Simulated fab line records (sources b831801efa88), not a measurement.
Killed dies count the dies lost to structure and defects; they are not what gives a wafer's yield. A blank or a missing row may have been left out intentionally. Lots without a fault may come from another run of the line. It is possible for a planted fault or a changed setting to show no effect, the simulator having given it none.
Struck lot and sound lot, side by side	flow sky130	16 out of 708 route steps
Sound: these wafers, L256.1, L256.2, L256.5. Struck: wafers L274.4, L274.5, L274.6. The cause is given at the end.
Order at every step that has rows: each side's tool, ch and its chambers, its first start. Under that, the readings that differ: sound wafers	struck wafers	difference of the means	sigmas: that difference in standard deviations of wafers without a fault.
alike: a reading whose means differ by less than 2 such deviations, as well as words and numbers matching on both sides. not compared: withheld readings; readings where some wafer has no value; bounds like >300 that might hide an equal value; numbers whose values overlap and for which the record gives no deviation.
The two part at a step that has a row with sigmas, a row that says differs or no value, or rows on one side only. Numbers that have no deviation but don't overlap get no sigmas and don't part them. A reading that every wafer of one side lacks parts them only if that side has two wafers or more.

SKY_NWELL_RS_MEAS_29: measures by four-point-probe.
  struck on film-metro-04, day 10 17:59; sound on film-metro-04, day 5 23:26
  alike: NWELL_RS
SKY_NWELL_RS_MEAS_31: measures by four-point-probe.
  struck on film-metro-04, day 10 18:14; sound on film-metro-04, day 5 23:40
  alike: PWDE_RS
then, 7 steps without rows for these wafers: SKY_VT_ADJUST_HVTP_DEHYDRATE_00 (time 60 s); SKY_VT_ADJUST_HVTP_HMDS_01 (prime time 60 s); SKY_VT_ADJUST_HVTP_COAT_02 (resist thk 1140 nm); SKY_VT_ADJUST_HVTP_SOFTBAKE_03 (time 60 s); SKY_VT_ADJUST_HVTP_EXPOSE_04 (exposes mask HVTPM, target cd 380 nm); SKY_VT_ADJUST_HVTP_PEB_05; SKY_VT_ADJUST_HVTP_DEVELOP_06 (develop time 60 s).
SKY_VT_ADJUST_HVTP_CD_MEAS_07: the cd target is 380 nm.
  struck on cd-sem-01, day 11 17:17; sound on cd-sem-01, day 6 17:25
  alike: cd-nm
SKY_VT_ADJUST_HVTP_OVL_MEAS_08:
  struck on overlay-01, day 11 17:21; sound on overlay-01, day 6 17:32
  alike: VT_ADJUST_HVTP_OVL
SKY_VT_ADJUST_HVTP_IMPLANT_09:
  sound on implanter-04 ch 0, day 6 17:35; struck on implanter-01 ch 0, day 11 17:27
reading	sound	struck	difference	sigmas
dose-ions-cm2	4.306e+12 4.299e+12 4.298e+12	3.952e+12 3.954e+12 3.938e+12	-3.530e+11	-72
faraday-current-uA	23.6 24.0 24.2	22.4 22.0 22.4	-1.7	-4
SKY_VT_ADJUST_HVTP_STRIP_10: strips in O2/N2.
  sound on plasma-asher-01 ch 0,1, day 6 17:44; struck on plasma-asher-01 ch 0,1, day 11 17:34
  alike: drypump-motor-current-A, oes-product-au, strip-time-to-endpoint-s
  not compared: rf-hours-counter-h
SKY_VT_ADJUST_HVTP_TW_MEAS_11:
  struck on film-metro-04, day 11 17:39; sound on film-metro-01, day 6 17:50
reading	sound	struck	difference	sigmas
VT_ADJUST_HVTP_TW	1364 1362 1359	1319 1323 1326	-39	-6
then, 1 step without rows for these wafers: SKY_VT_ADJUST_LVTN_DEHYDRATE_00 (time 60 s).
-- record jumps: 38 days separate the struck wafers' starts on either side; left off in module VT_ADJUST_LVTN, taken up again in module PAD_OPEN, whose first shown step is the route's number 708 --
SKY_PAD_OPEN_PROBE_99:
  struck on prober-02, day 50 05:13; sound on prober-02, day 46 03:51
reading	sound	struck	difference	sigmas
model.etest.tip-p.rs-ohm-sq	6874 6880 6884	6811 6788 6810	-76	
model.etest.pfet_01v8.drive-ua-um	200.7 198.1 201.5	194.1 197.2 191.1	-6.0	
model.etest.pfet_01v8_mvt.off-log10-a-um	-10.51 -10.66 -10.53	-10.32 -10.16 -10.42	+0.27	
model.etest.pfet_01v8_mvt.vt-sat-v (V)	-0.5579 -0.5671 -0.5627	-0.5293 -0.5231 -0.5378	+0.0325	
  alike: killed_at_M0_to_M3, killed_at_M4_up, killed-at-contacts, killed-at-front-end, killed-at-other, killed-dies, killed-open, killed-short
  not compared: model.etest.pfet_01v8_mvt.drive-ua-um, model.etest.pfet_01v8.off-log10-a-um, model.etest.sram-pfet-latch.off-log10-a-um, model.etest.pfet_01v8_hvt.off-log10-a-um

== WHERE THEY PART ==
At SKY_VT_ADJUST_HVTP_IMPLANT_09 first; at SKY_VT_ADJUST_HVTP_TW_MEAS_11 last (within this record only). Later steps at which nothing parts them and some readings are alike: SKY_PAD_OPEN_PROBE_99.

WHY: whatever the simulator had introduced
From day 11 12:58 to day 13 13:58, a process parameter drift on implanter-01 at SKY_VT_ADJUST_HVTP_IMPLANT_09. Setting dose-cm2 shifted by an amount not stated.
